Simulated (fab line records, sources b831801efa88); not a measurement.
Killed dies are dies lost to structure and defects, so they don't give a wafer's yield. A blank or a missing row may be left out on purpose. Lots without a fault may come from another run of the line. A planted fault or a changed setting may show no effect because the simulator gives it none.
fab line records | flow sfq_line
record lots=5 wafers=23
route steps=325 shown I5@230 C5@243 M6@256 I6@271 M7@292 I7@301 M8@319
start_h: hours from the record's first day to the start of the lot's first wafer shown | wait_h: hours since the lot's step before | " the same as in the row above | L1.1+2: a row that stands for several wafers | - no value, or no start given | * or withheld: withheld | < > ~ a bound
route shown NAME@n: a module of which the file shows steps, and the number in the route of the first | usual: mean/standard deviation of fault-free wafers | same: alike in all rows | chamber/n: place in a boat | sites: the reading at each site | _std_site: their standard deviation | _edge_site: outer sites' mean less inner sites' | radius_mm: how far each site lies from the wafer's centre | mask NAME#n: copy n | behind: the tool/chamber that last shaped the wafer | hold: why the lot was held/for how many hours/how that ended | device: the transistor (n, p or np) that didn't switch | end of line: the same wafers' tests at the end of the route | a step without rows: its recipe alone | killed: dies lost to structure and defects at the first sort, not the wafer's yield | map: a wafer's dies, x killed, . not, _ none there
set.NAME: the setting as run; set.NAME@STEP: as run at that earlier step | model.NAME: the simulator's own value behind a step, which no gauge read
lots whose settings were changed on purpose; a table a step, a row a wafer
## steps
# step SFQ_TRILAYER_I5_LITHO_COAT_144
# recipe resist=KrF spin_rpm=3000 resist_thk_nm=650
# columns lot.wafer tool chamber start_h wait_h set.spin_rpm model.KrF_of_TRILAYER_I5_LITHO_COAT_144.thk_nm
L074.1 litho_track-02 0 1488.62 0.2 3000 650.2
L074.3 " 0 " " 3000 652.6
L074.6 " 0 " " 3000 648.7
L075.2 litho_track-01 0 1490.83 0.2 3000 649.5
L075.3 " 0 " " 2826 671.6
L075.4 " 0 " " 3000 652.5
L075.5 " 0 " " 2826 669.3
L075.6 " 0 " " 2826 671.4
L079.1 litho_track-04 0 1635.58 0.2 2856 666.4
L079.3 " 0 " " 3000 649.7
L079.4 " 0 " " 2856 665
L079.5 " 0 " " 3000 648.1
L079.6 " 0 " " 2856 666.6
L083.1 litho_track-02 0 1651.09 0.2 3000 652.3
L083.2 " 0 " " 3129 638.8
L083.3 " 0 " " 3129 637.8
L083.4 " 0 " " 3000 650.6
L083.6 " 0 " " 3000 650.7
L084.1 litho_track-04 0 1652.46 0.2 3118 633.8
L084.2 " 0 " " 3118 636
L084.3 " 0 " " 3000 648
L084.4 " 0 " " 3000 648.1
L084.5 " 0 " " 3118 637
# step SFQ_TRILAYER_I5_BARC_OPEN_VIA_ETCH_200
# recipe mask_material=PR chemistry=O2 target_depth_nm=125 target=BARC source_w=500 bias_w=80 pressure_mtorr=30 time_s=41.7
# columns lot.wafer tool chamber start_h wait_h set.pressure_mtorr set.spin_rpm@TRILAYER_I5_LITHO_COAT_144 model.KrF_of_TRILAYER_I5_LITHO_COAT_144.thk_nm
L074.1 rie_diel-03 0 1490.73 0.0 30 3000 573.3
L074.3 " 3 " " 30 3000 575.5
L074.6 " 3 " " 30 3000 571
L075.2 rie_diel-01 1 1492.76 0.0 25.85 3000 572.6
L075.3 " 0 " " 25.85 2826 595.6
L075.4 " 3 " " 25.85 3000 577.4
L075.5 " 2 " " 25.85 2826 594.5
L075.6 " 3 " " 25.85 2826 596.4
L079.1 rie_diel-04 3 1740.80 0.0 28.02 2856 588.7
L079.3 " 2 " " 28.02 3000 571.6
L079.4 " 2 " " 28.02 2856 586.9
L079.5 " 3 " " 28.02 3000 570
L079.6 " 0 " " 28.02 2856 590.4
L083.1 rie_diel-04 1 1749.20 0.0 27.1 3000 575.9
L083.2 " 2 " " 27.1 3129 560.9
L083.3 " 3 " " 27.1 3129 560.2
L083.4 " 0 " " 27.1 3000 575.1
L083.6 " 0 " " 27.1 3000 575.3
L084.1 rie_diel-03 0 1751.60 0.0 25.66 3118 558.9
L084.2 " 3 " " 25.66 3118 560.2
L084.3+4 " 2,3 " " 25.66 3000 572.1
L084.5 " 0 " " 25.66 3118 561.5
# step SFQ_TRILAYER_C5_LITHO_EXPOSE_152
# recipe mask_id=C5 na=0.6 source_shape=conventional sigma_outer=0.65 target_cd_nm=500 dose_mj=21.3
# columns lot.wafer tool chamber start_h wait_h mask set.dose_mj
L074.1+3+6 krf_scanner-02 0 1620.68 - C5#0 21.3
L075.2+6 krf_scanner-02 0 1630.48 - C5#0 20.65
L075.3+4+5 " 0 " " C5#0 21.3
L079.1+3+4 krf_scanner-02 0 1761.94 - C5#0 21.3
L079.5+6 " 0 " " C5#0 19.83
L083.1+2+3+4+6 krf_scanner-02 0 1767.94 - C5#0 21.3
L084.1+3 krf_scanner-02 0 1769.14 - C5#0 21.3
L084.2+4+5 " 0 " " C5#0 20.24
# step SFQ_TRILAYER_C5_LITHO_PEB_154
# recipe peb_temp_c=116.1 peb_time_s=60 resist=KrF
# step SFQ_TRILAYER_C5_LITHO_DEVELOP_153
# recipe time_s=60 resist=KrF
# step SFQ_TRILAYER_C5_BARC_OPEN_VIA_ETCH_210
# recipe mask_material=PR chemistry=O2 target_depth_nm=125 target=BARC source_w=500 bias_w=80 pressure_mtorr=30 time_s=41.7
# columns lot.wafer tool chamber start_h wait_h set.dose_mj@TRILAYER_C5_LITHO_EXPOSE_152 model.C5.cd_nm
L074.1 rie_diel-02 1 1622.22 0.0 21.3 518.4
L074.3 " 0 " " 21.3 517.9
L074.6 " 2 " " 21.3 517.5
L075.2 rie_diel-03 3 1631.82 0.0 20.65 513
L075.3 " 0 " " 21.3 518.1
L075.4 " 3 " " 21.3 517.8
L075.5 " 1 " " 21.3 517.6
L075.6 " 0 " " 20.65 512.3
L079.1 rie_diel-02 0 1763.48 0.0 21.3 516.3
L079.3 " 3 " " 21.3 516.5
L079.4 " 2 " " 21.3 516.8
L079.5 " 3 " " 19.83 506.2
L079.6 " 0 " " 19.83 505.2
L083.1 rie_diel-02 1 1769.48 0.0 21.3 518
L083.2+3 " 0,2 " " 21.3 518.5
L083.4 " 3 " " 21.3 518.2
L083.6 " 1 " " 21.3 518.6
L084.1 rie_diel-04 1 1770.68 0.0 21.3 520.4
L084.2 " 3 " " 20.24 511.4
L084.3 " 2 " " 21.3 519
L084.4 " 0 " " 20.24 511.1
L084.5 " 2 " " 20.24 509.8
# step SFQ_TRILAYER_C5_ETCH_VIA_ETCH_154
# recipe target=SiO2 mask_material=PR chemistry=CHF3 target_depth_nm=84 source_w=500 bias_w=81.07 pressure_mtorr=30 time_s=withheld stop_on=Nb
# columns lot.wafer tool chamber start_h wait_h set.dose_mj@TRILAYER_C5_LITHO_EXPOSE_152 model.C5.cd_nm
L074.1 rie_diel-02 1 1622.26 0.0 21.3 518
L074.3 " 0 " " 21.3 517.5
L074.6 " 2 " " 21.3 517.6
L075.2 rie_diel-03 3 1631.86 0.0 20.65 513.7
L075.3 " 0 " " 21.3 517.5
L075.4 " 3 " " 21.3 518.2
L075.5 " 1 " " 21.3 518
L075.6 " 0 " " 20.65 511.9
L079.1 rie_diel-02 0 1763.52 0.0 21.3 517
L079.3 " 3 " " 21.3 516.4
L079.4 " 2 " " 21.3 517.3
L079.5 " 3 " " 19.83 506.1
L079.6 " 0 " " 19.83 506
L083.1 rie_diel-02 1 1769.52 0.0 21.3 518
L083.2 " 0 " " 21.3 518.5
L083.3 " 2 " " 21.3 518.8
L083.4 " 3 " " 21.3 517.7
L083.6 " 1 " " 21.3 518.7
L084.1 rie_diel-04 1 1770.72 0.0 21.3 520.8
L084.2 " 3 " " 20.24 511.9
L084.3 " 2 " " 21.3 519.3
L084.4 " 0 " " 20.24 510.8
L084.5 " 2 " " 20.24 509.9
# step SFQ_TRILAYER_M6_LITHO_COAT_159
# recipe resist=KrF spin_rpm=3000 resist_thk_nm=600
# columns lot.wafer tool chamber start_h wait_h set.resist_thk_nm model.KrF_of_TRILAYER_M6_LITHO_COAT_159.thk_nm
L074.1 litho_track-03 0 1623.70 0.2 600 600.2
L074.3 " 0 " " 600 598.5
L074.6 " 0 " " 600 599.8
L075.2 litho_track-03 0 1633.33 0.2 570.5 568.4
L075.3 " 0 " " 570.5 569
L075.4 " 0 " " 570.5 571.1
L075.5 " 0 " " 600 599.3
L075.6 " 0 " " 600 600.7
L079.1 litho_track-04 0 1765.16 0.2 577.6 579.8
L079.3 " 0 " " 577.6 578.6
L079.4 " 0 " " 600 601.5
L079.5 " 0 " " 600 601.6
L079.6 " 0 " " 600 599
L083.1 litho_track-02 0 1770.94 0.2 623.8 624.8
L083.2 " 0 " " 623.8 625.2
L083.3 " 0 " " 600 601.4
L083.4 " 0 " " 600 599.7
L083.6 " 0 " " 600 600
L084.1 litho_track-02 0 1772.14 0.2 623.8 626.1
L084.2 " 0 " " 600 601
L084.3 " 0 " " 600 601.1
L084.4 " 0 " " 623.8 625.4
L084.5 " 0 " " 623.8 626.6
# step SFQ_TRILAYER_M6_BARC_OPEN_METAL_ETCH_206
# recipe mask_material=PR chemistry=O2 target_depth_nm=125 target=BARC icp_w=600 bias_w=80 pressure_mtorr=10 time_s=41.7
# columns lot.wafer tool chamber start_h wait_h set.icp_w set.resist_thk_nm@TRILAYER_M6_LITHO_COAT_159 model.KrF_of_TRILAYER_M6_LITHO_COAT_159.thk_nm
L074.1 rie_metal-03 1 1627.77 0.0 600 600 522.1
L074.3 " 1 " " 600 600 520.7
L074.6 " 1 " " 600 600 521.9
L075.2 rie_metal-04 1 1737.20 0.0 600 570.5 491.4
L075.3 " 1 " " 621 570.5 490.5
L075.4 " 0 " " 621 570.5 492.7
L075.5 " 1 " " 600 600 522
L075.6 " 0 " " 621 600 522.1
L079.1 rie_metal-02 1 1874.03 0.0 600 577.6 501.8
L079.3 " 0 " " 600 577.6 499
L079.4 " 1 " " 568.5 600 525.5
L079.5 " 1 " " 600 600 523.7
L079.6 " 0 " " 568.5 600 522.1
L083.1 rie_metal-04 0 1880.03 0.0 600 623.8 548
L083.2 " 1 " " 600 623.8 547
L083.3 " 0 " " 600 600 525
L083.4 " 1 " " 600 600 521.4
L083.6 " 0 " " 600 600 523
L084.1 rie_metal-02 1 1881.23 0.0 670.8 623.8 542.3
L084.2 " 0 " " 600 600 522
L084.3 " 1 " " 600 600 522.9
L084.4 " 0 " " 600 623.8 545.9
L084.5 " 1 " " 670.8 623.8 542.8
# step SFQ_TRILAYER_M6_ETCH_METAL_ETCH_162
# recipe target=Nb stop_on=SiO2 mask_material=PR chemistry=Cl2/Ar target_depth_nm=240 icp_w=600 bias_w=80 pressure_mtorr=10 time_s=120
# columns lot.wafer tool chamber start_h wait_h set.resist_thk_nm@TRILAYER_M6_LITHO_COAT_159 model.KrF_of_TRILAYER_M6_LITHO_COAT_159.thk_nm
L074.1 rie_metal-03 1 1627.83 0.0 600 378.1
L074.3 " 1 " " 600 377.4
L074.6 " 1 " " 600 379.3
L075.2 rie_metal-04 1 1737.26 0.0 570.5 349.1
L075.3 " 1 " " 570.5 349.2
L075.4 " 0 " " 570.5 351.5
L075.5 " 1 " " 600 379.9
L075.6 " 0 " " 600 380.2
L079.1 rie_metal-02 1 1874.09 0.0 577.6 357
L079.3 " 0 " " 577.6 351.4
L079.4 " 1 " " 600 381.5
L079.5 " 1 " " 600 379.8
L079.6 " 0 " " 600 374.7
L083.1 rie_metal-04 0 1880.09 0.0 623.8 407.6
L083.2 " 1 " " 623.8 402.2
L083.3 " 0 " " 600 385.5
L083.4 " 1 " " 600 378.1
L083.6 " 0 " " 600 383.7
L084.1 rie_metal-02 1 1881.29 0.0 623.8 398.3
L084.2 " 0 " " 600 376.2
L084.3 " 1 " " 600 380.6
L084.4 " 0 " " 623.8 400.4
L084.5 " 1 " " 623.8 400.3
# step SFQ_TRILAYER_I6_VIA_LITHO_COAT_169
# recipe resist=KrF spin_rpm=3000 resist_thk_nm=650
# columns lot.wafer tool chamber start_h wait_h set.spin_rpm model.KrF_of_TRILAYER_I6_VIA_LITHO_COAT_169.thk_nm
L074.1 litho_track-03 0 1635.08 0.2 3000 650.6
L074.3 " 0 " " 3000 651.6
L074.6 " 0 " " 3000 649.3
L075.2 litho_track-02 0 1742.96 0.2 3000 652.1
L075.3 " 0 " " 3000 649.7
L075.4 " 0 " " 2792 675
L075.5 " 0 " " 3000 650.8
L075.6 " 0 " " 2792 673.9
L079.1 litho_track-02 0 1879.69 0.2 3000 646.9
L079.3 " 0 " " 3000 646.8
L079.4 " 0 " " 3000 647.2
L079.5 " 0 " " 3000 648.5
L079.6 " 0 " " 3000 648.7
L083.1 litho_track-02 0 1886.29 0.2 2921 656.3
L083.2 " 0 " " 2921 658.2
L083.3 " 0 " " 3000 650.4
L083.4 " 0 " " 3000 647.4
L083.6 " 0 " " 2921 656.7
L084.1 litho_track-03 0 1888.27 0.2 3000 647.3
L084.2 " 0 " " 3000 648
L084.3 " 0 " " 3000 646.8
L084.4 " 0 " " 3000 646.2
L084.5 " 0 " " 3000 645.9
# step SFQ_TRILAYER_I6_VIA_BARC_OPEN_VIA_ETCH_235
# recipe mask_material=PR chemistry=O2 target_depth_nm=125 target=BARC source_w=500 bias_w=80 pressure_mtorr=30 time_s=41.7
# columns lot.wafer tool chamber start_h wait_h set.source_w set.spin_rpm@TRILAYER_I6_VIA_LITHO_COAT_169 model.KrF_of_TRILAYER_I6_VIA_LITHO_COAT_169.thk_nm
L074.1 rie_diel-03 0 1739.60 0.0 500 3000 574.5
L074.3 " 3 " " 500 3000 574.8
L074.6 " 3 " " 500 3000 572.6
L075.2 rie_diel-01 0 1848.93 0.0 500 3000 575.4
L075.3 " 2 " " 500 3000 573.4
L075.4 " 1 " " 479.4 2792 597.7
L075.5 " 2 " " 479.4 3000 576
L075.6 " 3 " " 479.4 2792 599.7
L079.1 rie_diel-02 3 1881.68 0.0 480.4 3000 571.6
L079.3 " 1 " " 500 3000 570.4
L079.4 " 1 " " 480.4 3000 572.3
L079.5 " 3 " " 480.4 3000 573.2
L079.6 " 0 " " 500 3000 570.2
L083.1 rie_diel-03 0 1888.46 0.0 500 2921 578.3
L083.2 " 2 " " 461.4 2921 585.2
L083.3 " 1 " " 500 3000 575.3
L083.4 " 0 " " 461.4 3000 573.1
L083.6 " 2 " " 500 2921 579.8
L084.1 rie_diel-01 3 1890.26 0.0 523.4 3000 567.8
L084.2 " 0 " " 500 3000 571.4
L084.3 " 1 " " 523.4 3000 564.9
L084.4 " 2 " " 523.4 3000 566.9
L084.5 " 3 " " 500 3000 568.2
# step SFQ_TRILAYER_I6_VIA_ETCH_VIA_ETCH_172
# recipe target=SiO2 stop_on=Nb mask_material=PR taper_deg=20 chemistry=CHF3 target_depth_nm=260 source_w=500 bias_w=80 pressure_mtorr=30 time_s=withheld
# columns lot.wafer tool chamber start_h wait_h set.spin_rpm@TRILAYER_I6_VIA_LITHO_COAT_169 model.KrF_of_TRILAYER_I6_VIA_LITHO_COAT_169.thk_nm
L074.1 rie_diel-03 0 1739.64 0.0 3000 530.6
L074.3 " 3 " " 3000 530.7
L074.6 " 3 " " 3000 528.9
L075.2 rie_diel-01 0 1848.97 0.0 3000 531.8
L075.3 " 2 " " 3000 528.7
L075.4 " 1 " " 2792 551.4
L075.5 " 2 " " 3000 531.3
L075.6 " 3 " " 2792 555.3
L079.1 rie_diel-02 3 1881.72 0.0 3000 527.1
L079.3 " 1 " " 3000 526.4
L079.4 " 1 " " 3000 528.2
L079.5 " 3 " " 3000 528.9
L079.6 " 0 " " 3000 524.8
L083.1 rie_diel-03 0 1888.50 0.0 2921 533.2
L083.2 " 2 " " 2921 540.9
L083.3 " 1 " " 3000 532.5
L083.4 " 0 " " 3000 528.3
L083.6 " 2 " " 2921 535.7
L084.1 rie_diel-01 3 1890.30 0.0 3000 522.8
L084.2 " 0 " " 3000 527.5
L084.3 " 1 " " 3000 518.8
L084.4 " 2 " " 3000 522.7
L084.5 " 3 " " 3000 523
# step SFQ_TRILAYER_M7_BARC_OPEN_METAL_ETCH_229
# recipe mask_material=PR chemistry=O2 target_depth_nm=125 target=BARC icp_w=600 bias_w=80 pressure_mtorr=10 time_s=41.7
# columns lot.wafer tool chamber start_h wait_h set.icp_w model.KrF_of_TRILAYER_M7_LITHO_COAT_177.thk_nm
L074.1 rie_metal-03 0 1846.53 0.0 600 521.4
L074.3 " 1 " " 600 518.2
L074.6 " 1 " " 600 519.9
L075.2 rie_metal-04 1 1858.31 0.0 600 522.7
L075.3 " 0 " " 535 529.4
L075.4 " 1 " " 535 525.6
L075.5 " 1 " " 600 519.9
L075.6 " 0 " " 600 522.9
L079.1 rie_metal-03 0 1988.79 0.0 600 526.9
L079.3+4 " 0 " " 644.2 523.5
L079.5 " 0 " " 644.2 524.2
L079.6 " 0 " " 600 524.3
L083.1 rie_metal-04 1 1993.59 0.0 600 520.7
L083.2 " 0 " " 666.1 516.6
L083.3 " 0 " " 600 521.5
L083.4 " 1 " " 600 522.6
L083.6 " 1 " " 666.1 517.6
L084.1 rie_metal-01 0 1994.79 0.0 538.9 528.4
L084.2 " 1 " " 538.9 528.2
L084.3 " 0 " " 600 521.7
L084.4 " 1 " " 600 523.7
L084.5 " 0 " " 538.9 529.5
# step SFQ_TRILAYER_I7_VIA_LITHO_COAT_187
# recipe resist=KrF spin_rpm=3000 resist_thk_nm=650
# columns lot.wafer tool chamber start_h wait_h set.resist_thk_nm model.KrF_of_TRILAYER_I7_VIA_LITHO_COAT_187.thk_nm
L074.1 litho_track-03 0 1852.19 0.2 650 649.2
L074.3 " 0 " " 650 649.3
L074.6 " 0 " " 650 648
L075.2 litho_track-03 0 1864.02 0.2 650 650.4
L075.3 " 0 " " 687 687.2
L075.4 " 0 " " 650 649.4
L075.5 " 0 " " 687 687
L075.6 " 0 " " 687 686.3
L079.1 litho_track-04 0 1998.80 0.2 650 650.8
L079.3 " 0 " " 650 651.9
L079.4 " 0 " " 650 650.4
L079.5 " 0 " " 636.9 639.1
L079.6 " 0 " " 636.9 638
L083.1 litho_track-04 0 2009.24 0.2 669.5 670.2
L083.2 " 0 " " 669.5 671.8
L083.3 " 0 " " 669.5 671.1
L083.4 " 0 " " 650 648.4
L083.6 " 0 " " 650 653
L084.1 litho_track-01 0 2012.24 0.2 650 649.7
L084.2 " 0 " " 650 646.7
L084.3 " 0 " " 650 645.8
L084.4 " 0 " " 650 647.3
L084.5 " 0 " " 650 647.7
# step SFQ_TRILAYER_I7_VIA_LITHO_SOFTBAKE_191
# recipe temp_c=withheld time_s=withheld resist=KrF
# step SFQ_TRILAYER_I7_VIA_LITHO_EXPOSE_188
# recipe mask_id=I7 na=0.6 source_shape=conventional sigma_outer=0.65 target_cd_nm=1000 dose_mj=21.3
# step SFQ_TRILAYER_I7_VIA_LITHO_DEVELOP_189
# recipe time_s=60 resist=KrF
# step SFQ_TRILAYER_I7_VIA_BARC_OPEN_VIA_ETCH_260
# recipe mask_material=PR chemistry=O2 target_depth_nm=125 target=BARC source_w=500 bias_w=80 pressure_mtorr=30 time_s=41.7
# columns lot.wafer tool chamber start_h wait_h set.resist_thk_nm@TRILAYER_I7_VIA_LITHO_COAT_187 model.KrF_of_TRILAYER_I7_VIA_LITHO_COAT_187.thk_nm
L074.1 rie_diel-04 2 1859.51 0.0 650 571.6
L074.3 " 3 " " 650 572.8
L074.6 " 3 " " 650 571.4
L075.2 rie_diel-02 0 1866.26 0.0 650 572.2
L075.3 " 3 " " 687 610.4
L075.4 " 0 " " 650 571
L075.5 " 3 " " 687 610
L075.6 " 1 " " 687 609.9
L079.1 rie_diel-04 3 2002.27 0.0 650 573.9
L079.3 " 0 " " 650 577
L079.4 " 2 " " 650 573.1
L079.5 " 0 " " 636.9 564
L079.6 " 3 " " 636.9 561
L083.1 rie_diel-02 3 2094.65 0.0 669.5 592.3
L083.2 " 0 " " 669.5 594.4
L083.3 " 1 " " 669.5 596
L083.4 " 2 " " 650 571.7
L083.6 " 0 " " 650 575.2
L084.1 rie_diel-04 1 2099.45 0.0 650 572.8
L084.2+3 " 3,0 " " 650 570.3
L084.4 " 2 " " 650 571
L084.5 " 1 " " 650 570.9
# step SFQ_TRILAYER_I7_VIA_ETCH_VIA_ETCH_190
# recipe target=SiO2 stop_on=Nb mask_material=PR taper_deg=20 chemistry=CHF3 target_depth_nm=260 source_w=500 bias_w=80 pressure_mtorr=30 time_s=withheld
# columns lot.wafer tool chamber start_h wait_h set.resist_thk_nm@TRILAYER_I7_VIA_LITHO_COAT_187 model.KrF_of_TRILAYER_I7_VIA_LITHO_COAT_187.thk_nm
L074.1 rie_diel-04 2 1859.55 0.0 650 526.1
L074.3 " 3 " " 650 528.2
L074.6 " 3 " " 650 526.7
L075.2 rie_diel-02 0 1866.30 0.0 650 525.8
L075.3 " 3 " " 687 565.3
L075.4 " 0 " " 650 524.9
L075.5 " 3 " " 687 564.6
L075.6 " 1 " " 687 565.5
L079.1 rie_diel-04 3 2002.31 0.0 650 528.8
L079.3 " 0 " " 650 534.1
L079.4 " 2 " " 650 528.2
L079.5 " 0 " " 636.9 520.8
L079.6 " 3 " " 636.9 516.2
L083.1 rie_diel-02 3 2094.69 0.0 669.5 547.8
L083.2 " 0 " " 669.5 549.3
L083.3 " 1 " " 669.5 553.3
L083.4 " 2 " " 650 528.1
L083.6 " 0 " " 650 530.6
L084.1 rie_diel-04 1 2099.49 0.0 650 527.9
L084.2 " 3 " " 650 526.8
L084.3 " 0 " " 650 527.1
L084.4 " 2 " " 650 526.7
L084.5 " 1 " " 650 526.3
# step SFQ_TRILAYER_M8_DEP_EVAP_197
# recipe material=Ti angular_spread_deg=1 target_thk_nm=20 time_s=100 power_w=2000
# columns lot.wafer tool chamber start_h wait_h set.time_s model.Ti_of_TRILAYER_M8_DEP_EVAP_197.thk_nm
L074.1 pvd_sputter-02 - 1983.58 0.0 100 19.99
L074.3 " - " " 100 20.18
L074.6 " - " " 100 20.15
L075.2 pvd_sputter-01 - 1990.78 0.0 112.2 22.1
L075.3 " - " " 100 19.96
L075.4 " - " " 112.2 22.22
L075.5 " - " " 112.2 22.67
L075.6 " - " " 100 19.95
L079.1 pvd_sputter-01 - 2033.02 0.0 100 20.5
L079.3 " - " " 100 20.01
L079.4 " - " " 109.6 22.07
L079.5 " - " " 109.6 21.96
L079.6 " - " " 109.6 22.21
L083.1 pvd_sputter-01 - 2183.13 0.0 111.2 22.25
L083.2 " - " " 111.2 21.59
L083.3 " - " " 100 19.6
L083.4 " - " " 111.2 21.83
L083.6 " - " " 100 19.81
L084.1 pvd_sputter-02 - 2187.93 0.0 100 20.13
L084.2 " - " " 108.6 21.61
L084.3 " - " " 100 19.93
L084.4 " - " " 108.6 21.87
L084.5 " - " " 100 20.05
## key
split step=SFQ_TRILAYER_I5_LITHO_COAT_144 setting=spin_rpm stated=3000 by=wafer
response step=SFQ_TRILAYER_I5_LITHO_COAT_144 reading=model.KrF_of_TRILAYER_I5_LITHO_COAT_144.thk_nm change=-3.32 per=1% r=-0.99
response step=SFQ_TRILAYER_I5_BARC_OPEN_VIA_ETCH_200 reading=model.KrF_of_TRILAYER_I5_LITHO_COAT_144.thk_nm change=-3.47 per=1% r=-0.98
split step=SFQ_TRILAYER_I5_BARC_OPEN_VIA_ETCH_200 setting=pressure_mtorr stated=30 by=lot
response none clear
split step=SFQ_TRILAYER_C5_LITHO_EXPOSE_152 setting=dose_mj stated=21.3 by=wafer
response step=SFQ_TRILAYER_C5_BARC_OPEN_VIA_ETCH_210 reading=model.C5.cd_nm change=+1.65 per=1% r=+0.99
response step=SFQ_TRILAYER_C5_ETCH_VIA_ETCH_154 reading=model.C5.cd_nm change=+1.66 per=1% r=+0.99
split step=SFQ_TRILAYER_M6_LITHO_COAT_159 setting=resist_thk_nm stated=600 by=wafer
response step=SFQ_TRILAYER_M6_LITHO_COAT_159 reading=model.KrF_of_TRILAYER_M6_LITHO_COAT_159.thk_nm change=+6.14 per=1% r=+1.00
response step=SFQ_TRILAYER_M6_BARC_OPEN_METAL_ETCH_206 reading=model.KrF_of_TRILAYER_M6_LITHO_COAT_159.thk_nm change=+6 per=1% r=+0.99
response step=SFQ_TRILAYER_M6_ETCH_METAL_ETCH_162 reading=model.KrF_of_TRILAYER_M6_LITHO_COAT_159.thk_nm change=+5.93 per=1% r=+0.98
split step=SFQ_TRILAYER_M6_BARC_OPEN_METAL_ETCH_206 setting=icp_w stated=600 by=wafer
response none clear
split step=SFQ_TRILAYER_I6_VIA_LITHO_COAT_169 setting=spin_rpm stated=3000 by=wafer
response step=SFQ_TRILAYER_I6_VIA_LITHO_COAT_169 reading=model.KrF_of_TRILAYER_I6_VIA_LITHO_COAT_169.thk_nm change=-3.37 per=1% r=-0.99
response step=SFQ_TRILAYER_I6_VIA_BARC_OPEN_VIA_ETCH_235 reading=model.KrF_of_TRILAYER_I6_VIA_LITHO_COAT_169.thk_nm change=-3.33 per=1% r=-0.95
response step=SFQ_TRILAYER_I6_VIA_ETCH_VIA_ETCH_172 reading=model.KrF_of_TRILAYER_I6_VIA_LITHO_COAT_169.thk_nm change=-3.16 per=1% r=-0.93
split step=SFQ_TRILAYER_I6_VIA_BARC_OPEN_VIA_ETCH_235 setting=source_w stated=500 by=wafer
response none clear
split step=SFQ_TRILAYER_M7_BARC_OPEN_METAL_ETCH_229 setting=icp_w stated=600 by=wafer
response step=SFQ_TRILAYER_M7_BARC_OPEN_METAL_ETCH_229 reading=model.KrF_of_TRILAYER_M7_LITHO_COAT_177.thk_nm change=-0.468 per=1% r=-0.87
split step=SFQ_TRILAYER_I7_VIA_LITHO_COAT_187 setting=resist_thk_nm stated=650 by=wafer
response step=SFQ_TRILAYER_I7_VIA_LITHO_COAT_187 reading=model.KrF_of_TRILAYER_I7_VIA_LITHO_COAT_187.thk_nm change=+6.53 per=1% r=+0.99
response step=SFQ_TRILAYER_I7_VIA_BARC_OPEN_VIA_ETCH_260 reading=model.KrF_of_TRILAYER_I7_VIA_LITHO_COAT_187.thk_nm change=+6.73 per=1% r=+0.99
response step=SFQ_TRILAYER_I7_VIA_ETCH_VIA_ETCH_190 reading=model.KrF_of_TRILAYER_I7_VIA_LITHO_COAT_187.thk_nm change=+6.87 per=1% r=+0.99
split step=SFQ_TRILAYER_M8_DEP_EVAP_197 setting=time_s stated=100 by=wafer
response step=SFQ_TRILAYER_M8_DEP_EVAP_197 reading=model.Ti_of_TRILAYER_M8_DEP_EVAP_197.thk_nm change=+0.194 per=1% r=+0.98
